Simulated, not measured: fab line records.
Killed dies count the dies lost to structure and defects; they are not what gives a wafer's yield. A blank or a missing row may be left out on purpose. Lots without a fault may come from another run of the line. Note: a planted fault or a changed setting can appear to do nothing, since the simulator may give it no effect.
fab line records	flow gf180mcu
record: lots: 14	wafers: 40	last_day: 33
route steps=602 shown STI@15 VT_IMPLANT@108 HV_LDD@184
lots with no fault: from the same line, run without faults
start_h: start of the lot's first displayed wafer, in hours after the record's first day	wait_h: time in hours since the lot's previous step	" identical to the entry in the row above	L1.1+2: a single row standing in for several wafers	- no value present, or no start provided	* or withheld: withheld	< > ~ a bound
route shown NAME@n: NAME is a module with steps in the file, n the number in the route of the first one	usual: mean/standard deviation of fault-free wafers	same: alike in all rows	chamber/n: place in a boat	sites: each site's reading	_std_site: the standard deviation of these	_edge_site: outer sites' mean less inner sites'	radius_mm: for every site, how far away it sits from the centre of the wafer	mask NAME#n: copy n	behind: the tool/chamber that last shaped the wafer	hold: what put the lot on hold/how long, in hours/how the hold closed	device: the n, p or np transistor that did not switch	end of line: tests of these same wafers at the route's end	a step given without rows: its recipe and nothing more	killed: dies that structure and defects cost at the first sort, which is not the same as the wafer's yield	map: per-die view of a wafer (x killed, . not killed, _ where there is no die)
set.NAME: the setting that was run; set.NAME@STEP: the one run at that earlier step	model.NAME: the simulator's own value behind a step, which no gauge read
one table for each step of the route and one row for each wafer, over a sample of lots
services: the hour from which a tool's chamber was out of use, counted from the record's first day as start_h (under 0 if before that day), plus the number of hours and why
== steps ==
step: GF_STI_ETCH_14
recipe: target: Si	chemistry: HBr/Cl2/O2	target_depth_nm: 360	icp_w: 600	bias_w: 150	pressure_mtorr: 15	HBr_flow_sccm: 150	Cl2_flow_sccm: 40	O2_flow_sccm: 6	time_s: 102.9
usual: drypump_motor_current_A: 6.2/0.36	he_backside_leak_sccm: 2.92/0.27	oes_product_au: 1.005/0.0095	run_length_s: 131.2/0.44	throttle_valve_pct: 25.652/0.011
lot.wafer	tool	chamber	start_h	wait_h	drypump_motor_current_A	he_backside_leak_sccm	oes_product_au	rf_hours_counter_h	run_length_s	throttle_valve_pct
L727.3	rie_si-01	3	26.07	0.0	6.0	2.85	1.016	79	131.0	25.652
L727.4	"	0	"	"	6.2	3.00	0.992	134	131.2	25.646
L727.5	"	1	"	"	5.9	2.97	1.002	-	132.1	25.646
L729.2	rie_si-02	1	35.77	0.0	5.8	3.00	0.997	88	131.8	25.651
L729.5	"	3	"	"	6.8	2.65	1.033	-	131.5	25.632
L729.6	"	2	"	"	6.6	3.19	1.009	-	130.4	25.647
L731.3	rie_si-01	0	47.04	0.0	6.2	3.07	1.003	135	131.6	25.668
L731.5	"	3	"	"	6.0	2.86	1.014	-	130.7	25.641
L731.6	"	2	"	"	5.6	2.82	1.026	-	130.8	25.638
L732.1	rie_si-01	3	52.63	0.0	6.0	2.74	1.012	79	131.2	25.668
L732.3	"	1	"	"	5.9	2.71	1.004	0	131.7	25.658
L732.6	"	1	"	"	5.9	2.83	1.009	-	132.0	25.661
L733.2	rie_si-02	2	56.32	0.0	6.6	3.07	1.002	106	130.4	25.651
L733.4	"	0	"	"	6.2	2.82	1.003	103	131.0	25.634
L733.5	"	1	"	"	5.8	3.02	1.002	-	131.1	25.659
L734.1	rie_si-02	1	61.78	0.0	5.8	2.91	1.003	88	131.2	25.661
L734.2	"	2	"	"	6.6	3.09	1.007	106	130.8	25.636
L734.4	"	3	"	"	6.8	2.77	1.008	150	132.0	25.643
L735.3	rie_si-02	3	66.82	0.0	6.8	3.06	1.014	150	131.8	25.647
L735.4	"	2	"	"	6.6	3.10	1.007	106	131.0	25.661
L735.6	"	2	"	"	6.5	3.02	1.010	-	131.2	25.656
L736.1	rie_si-02	2	71.58	0.0	6.6	3.05	1.002	106	131.1	25.648
L736.2	"	1	"	"	5.8	3.08	0.996	88	131.3	25.664
L736.5	"	2	"	"	6.6	3.19	1.004	-	130.4	25.660
L738.3	rie_si-02	3	82.92	0.0	6.8	2.76	1.013	150	102.2	25.663
L741.1	rie_si-01	2	98.17	0.0	5.7	2.80	1.023	4	130.7	25.637
L741.3	"	1	"	"	5.9	2.91	1.015	1	131.5	25.650
L741.6	"	0	"	"	6.1	3.02	0.996	-	131.2	25.657
L742.4	rie_si-02	3	102.97	0.0	6.8	2.48	1.011	0	102.4	25.632
L742.5	"	0	"	"	6.2	2.66	1.009	-	131.3	25.651
L742.6	"	1	"	"	5.8	3.05	1.006	-	131.5	25.657
L745.2	rie_si-01	3	117.97	0.0	6.1	2.77	1.000	79	130.8	25.663
L745.4	"	2	"	"	5.7	2.90	1.012	4	131.2	25.651
L745.5	"	0	"	"	6.2	2.91	0.987	-	131.1	25.671
L746.1	rie_si-01	2	123.28	0.0	5.7	2.83	1.000	4	130.5	25.656
L746.2	"	0	"	"	6.2	2.91	0.986	135	131.4	25.660
L746.6	"	2	"	"	5.7	2.90	1.011	-	131.2	25.652
L747.2	rie_si-01	0	128.87	0.0	6.1	3.18	0.994	135	131.4	25.667
L747.3	"	1	"	"	5.9	2.99	1.013	1	131.5	25.653
L747.4	"	2	"	"	5.7	2.95	1.015	4	130.7	25.636
step: GF_STI_STRIP_15
recipe: chemistry: O2/N2	power_w: 1400	pressure_mtorr: 1500	platen_temp_c: 250	o2_flow_sccm: 3000	n2_flow_sccm: 300	overash_fraction: 0.5
usual: drypump_motor_current_A: 6.08/0.28	heater_power_w: 320/26	n2_flow_sccm: 300.1/0.93	oes_product_au: 0.386/0.0047	strip_time_to_endpoint_s: 3.77/0.052
lot.wafer	tool	chamber	start_h	wait_h	drypump_motor_current_A	heater_power_w	n2_flow_sccm	oes_product_au	rf_hours_counter_h	strip_time_to_endpoint_s
L727.3	plasma_asher-01	1	26.18	0.1	6.00	347	299.2	0.382	-	3.78
L727.4	"	0	"	"	6.44	300	300.7	0.387	-	3.78
L727.5	"	1	"	"	6.01	349	300.9	0.383	-	3.80
L729.2	plasma_asher-03	0	35.84	0.0	6.30	296	298.8	0.382	26	3.75
L729.5	"	0	"	"	6.31	300	301.3	0.383	-	3.78
L729.6	"	1	"	"	6.05	354	299.4	0.381	-	3.71
L731.3	plasma_asher-01	0	47.15	0.1	6.43	296	301.2	0.381	-	3.84
L731.5	"	0	"	"	6.45	300	300.1	0.385	-	3.82
L731.6	"	1	"	"	6.00	358	298.8	0.395	-	3.78
L732.1	plasma_asher-02	0	52.70	0.0	5.63	302	300.8	0.386	40	3.77
L732.3	"	0	"	"	5.64	311	301.5	0.381	-	3.77
L732.6	"	1	"	"	5.60	304	300.4	0.377	-	3.69
L733.2	plasma_asher-02	0	56.39	0.0	5.64	301	299.2	0.382	40	3.82
L733.4	"	0	"	"	5.64	306	300.5	0.385	-	3.80
L733.5	"	0	"	"	5.64	307	300.3	0.390	-	3.81
L734.1	plasma_asher-03	0	61.85	0.0	6.29	287	299.7	0.392	29	3.75
L734.2	"	1	"	"	6.06	345	301.1	0.389	29	3.72
L734.4	"	0	"	"	6.27	296	300.3	0.377	-	3.69
L735.3	plasma_asher-01	0	66.92	0.1	6.42	306	299.8	0.385	-	3.81
L735.4	"	1	"	"	6.02	361	300.0	0.392	-	3.73
L735.6	"	1	"	"	6.02	349	301.3	0.391	-	3.83
L736.1	plasma_asher-03	0	71.65	0.0	6.29	297	300.9	0.390	30	3.76
L736.2	"	1	"	"	6.05	345	299.8	0.385	30	3.73
L736.5	"	1	"	"	6.04	348	301.4	0.386	-	3.71
L738.3	plasma_asher-03	0	83.02	0.1	6.33	295	300.4	0.404	-	4.10
L741.1	plasma_asher-01	0	98.24	0.0	6.41	296	300.0	0.376	41	3.64
L741.3	"	0	"	"	6.42	304	300.1	0.390	-	3.73
L741.6	"	0	"	"	6.42	291	300.9	0.383	-	3.80
L742.4	plasma_asher-02	0	103.07	0.1	5.62	301	300.0	0.402	-	4.16
L742.5	"	0	"	"	5.65	307	299.7	0.388	-	3.78
L742.6	"	1	"	"	5.60	311	301.9	0.384	-	3.85
L745.2	plasma_asher-01	0	118.04	0.0	6.43	296	297.9	0.385	0	3.72
L745.4	"	1	"	"	5.99	350	300.8	0.387	-	3.78
L745.5	"	1	"	"	6.01	337	299.8	0.388	-	3.83
L746.1	plasma_asher-03	1	123.35	0.0	6.07	349	301.9	0.391	35	3.78
L746.2	"	0	"	"	6.30	302	300.0	0.390	35	3.82
L746.6	"	1	"	"	6.08	350	299.9	0.392	-	3.81
L747.2	plasma_asher-01	0	128.94	0.0	6.40	291	300.7	0.384	2	3.83
L747.3	"	1	"	"	6.00	348	298.9	0.391	-	3.74
L747.4	"	0	"	"	6.44	292	301.7	0.384	-	3.74
step: GF_VT_IMPLANT_OVL_MEAS_18
usual: VT_IMPLANT_01_OVL: 1.2/1.5
lot.wafer	tool	chamber	start_h	wait_h	VT_IMPLANT_01_OVL[nm]
L727.3	overlay-02	-	124.59	0.1	1.0
L727.4	"	-	"	"	2.5
L727.5	"	-	"	"	1.6
L729.2	overlay-01	-	138.64	0.1	2.3
L729.5	"	-	"	"	0.5
L729.6	"	-	"	"	0.0
L731.3	overlay-01	-	151.83	0.1	1.1
L731.5	"	-	"	"	0.9
L731.6	"	-	"	"	3.0
L732.1	overlay-01	-	157.07	0.1	1.3
L732.3	"	-	"	"	1.7
L732.6	"	-	"	"	2.5
L733.2	overlay-01	-	163.34	0.1	-1.8
L733.4	"	-	"	"	-2.4
L733.5	"	-	"	"	-1.5
L734.1	overlay-01	-	170.57	0.1	4.2
L734.2	"	-	"	"	4.3
L734.4	"	-	"	"	2.2
L735.3	overlay-02	-	176.84	0.1	1.2
L735.4	"	-	"	"	2.4
L735.6	"	-	"	"	1.7
L736.1	overlay-02	-	180.62	0.1	2.0
L736.2	"	-	"	"	2.4
L736.5	"	-	"	"	2.5
L738.3	overlay-02	-	196.03	0.1	3.3
L741.1	overlay-01	-	213.58	0.1	0.4
L741.3	"	-	"	"	0.6
L741.6	"	-	"	"	1.1
L742.4	overlay-02	-	221.49	0.1	3.7
L742.5	"	-	"	"	1.1
L742.6	"	-	"	"	2.9
L745.2	overlay-02	-	240.18	0.1	0.5
L745.4	"	-	"	"	-0.5
L745.5	"	-	"	"	0.3
L746.1	overlay-01	-	245.93	0.1	-0.5
L746.2	"	-	"	"	1.6
L746.6	"	-	"	"	-1.7
L747.2	overlay-01	-	251.93	0.1	0.9
L747.3	"	-	"	"	1.2
L747.4	"	-	"	"	1.5
step: GF_HV_LDD_OVL_MEAS_08
usual: HV_LDD_OVL: -0.5/1.6
lot.wafer	tool	chamber	start_h	wait_h	HV_LDD_OVL[nm]
L727.3	overlay-02	-	213.96	0.1	-1.3
L727.4	"	-	"	"	-1.1
L727.5	"	-	"	"	-2.5
L729.2	overlay-02	-	228.65	0.1	-1.0
L729.5	"	-	"	"	0.1
L729.6	"	-	"	"	1.0
L731.3	overlay-01	-	244.51	0.1	-0.4
L731.5	"	-	"	"	0.3
L731.6	"	-	"	"	-1.1
L732.1	overlay-02	-	253.27	0.1	0.8
L732.3	"	-	"	"	0.6
L732.6	"	-	"	"	0.1
L733.2	overlay-02	-	259.19	0.1	-0.1
L733.4	"	-	"	"	2.5
L733.5	"	-	"	"	0.3
L734.1	overlay-01	-	268.80	0.1	-2.6
L734.2	"	-	"	"	-1.8
L734.4	"	-	"	"	-1.8
L735.3	overlay-02	-	275.15	0.1	0.6
L735.4	"	-	"	"	0.1
L735.6	"	-	"	"	1.2
L736.1	overlay-02	-	278.67	0.1	-0.8
L736.2	"	-	"	"	-3.4
L736.5	"	-	"	"	-0.7
L738.3	overlay-02	-	296.51	0.1	-3.4
L741.1	overlay-01	-	318.24	0.1	1.1
L741.3	"	-	"	"	-1.0
L741.6	"	-	"	"	-1.1
L742.4	overlay-02	-	328.66	0.1	-1.8
L742.5	"	-	"	"	0.1
L742.6	"	-	"	"	-3.1
L745.2	overlay-02	-	349.35	0.1	-1.0
L745.4	"	-	"	"	-1.4
L745.5	"	-	"	"	-0.7
L746.1	overlay-02	-	353.24	0.1	1.2
L746.2	"	-	"	"	-2.7
L746.6	"	-	"	"	-3.1
L747.2	overlay-01	-	362.44	0.1	0.1
L747.3	"	-	"	"	-0.5
L747.4	"	-	"	"	-1.0
step: GF_HV_LDD_CD_MEAS_19
recipe: target_cd_nm: 400
usual: cd_nm: 402.5/2.4
lot.wafer	tool	chamber	start_h	wait_h	cd_nm
L727.3	cd_sem-02	-	232.42	0.1	402.7
L727.4	"	-	"	"	402.5
L727.5	"	-	"	"	402.2
L729.2	cd_sem-02	-	247.25	0.1	409.2
L729.5	"	-	"	"	407.5
L729.6	"	-	"	"	409.4
L731.3	cd_sem-02	-	263.57	0.1	400.5
L731.5	"	-	"	"	400.4
L731.6	"	-	"	"	400.1
L732.1	cd_sem-02	-	271.98	0.1	400.0
L732.3	"	-	"	"	399.4
L732.6	"	-	"	"	400.2
L733.2	cd_sem-01	-	278.49	0.1	402.7
L733.4	"	-	"	"	403.0
L733.5	"	-	"	"	403.6
L734.1	cd_sem-01	-	288.92	0.1	401.2
L734.2	"	-	"	"	402.6
L734.4	"	-	"	"	401.4
L735.3	cd_sem-02	-	295.17	0.1	401.4
L735.4	"	-	"	"	400.4
L735.6	"	-	"	"	401.0
L736.1	cd_sem-01	-	298.88	0.1	401.6
L736.2	"	-	"	"	401.5
L736.5	"	-	"	"	403.0
L738.3	cd_sem-01	-	316.46	0.1	397.6
L741.1	cd_sem-02	-	339.77	0.1	401.3
L741.3	"	-	"	"	402.1
L741.6	"	-	"	"	401.8
L742.4	cd_sem-01	-	350.09	0.1	405.2
L742.5	"	-	"	"	404.5
L742.6	"	-	"	"	403.6
L745.2	cd_sem-01	-	371.20	0.1	401.5
L745.4	"	-	"	"	400.9
L745.5	"	-	"	"	402.4
L746.1	cd_sem-01	-	376.12	0.1	405.8
L746.2	"	-	"	"	401.5
L746.6	"	-	"	"	403.0
L747.2	cd_sem-01	-	384.94	0.1	399.7
L747.3	"	-	"	"	402.8
L747.4	"	-	"	"	400.4
== services ==
tool	chamber	start_h	hours	kind
plasma_asher-01	-	11.71	1.7	repair
rie_si-01	0	55.05	1.9	repair
plasma_asher-02	-	78.22	2.8	pm
rie_si-02	3	83.03	-	clean
rie_si-02	3	83.03	17.5	scheduled_down
rie_si-02	3	83.03	17.5	vent_cycle
rie_si-02	-	101.24	0.9	repair
plasma_asher-01	-	108.75	9.0	pm
plasma_asher-01	0	108.75	9.0	vent_cycle
plasma_asher-01	1	108.75	9.0	vent_cycle
rie_si-01	0	109.64	3.5	repair
plasma_asher-01	0	117.75	-	clean
plasma_asher-01	1	117.75	-	clean
plasma_asher-02	-	122.41	12.1	repair
== key ==
first_sign: step: GF_STI_ETCH_14	reading: run_length_s	direction: down	sigmas: 65	usual: *	struck: *
effect: step: GF_STI_STRIP_15	reading: strip_time_to_endpoint_s	direction: up	sigmas: 7	usual: *	struck: *
met_at GF_STI_ETCH_14
struck_lots L738,L742
struck_wafers L738.3,L742.4
rows_end L738.3
sort_left_out L742.4
tester_left_out L742
not_acting_at GF_VT_IMPLANT_OVL_MEAS_18,GF_HV_LDD_OVL_MEAS_08,GF_HV_LDD_CD_MEAS_19
onset_between 66.82 82.92
fault: kind: process_parameter_drift	tool: rie_si-02	chamber: 3	onset_h: 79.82	steps: GF_STI_ETCH_14	channel: time_s	offset: *	shape: step	end_h: 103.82	acts_in: *	stated: *
tester_left_out: of these lots the tester's yield and bins aren't shown, on N5 and GAA mostly nor the transistor test; their killed dies are dies lost to structure and defects alone, not to doping, threshold or leakage, so they don't give the yield
sort_left_out: the simulated sort isn't trusted on such a fault, so these wafers' sort isn't shown, and their yield isn't known
rows_end: these wafers met a further fault down the route, and their rows from its step on are left out
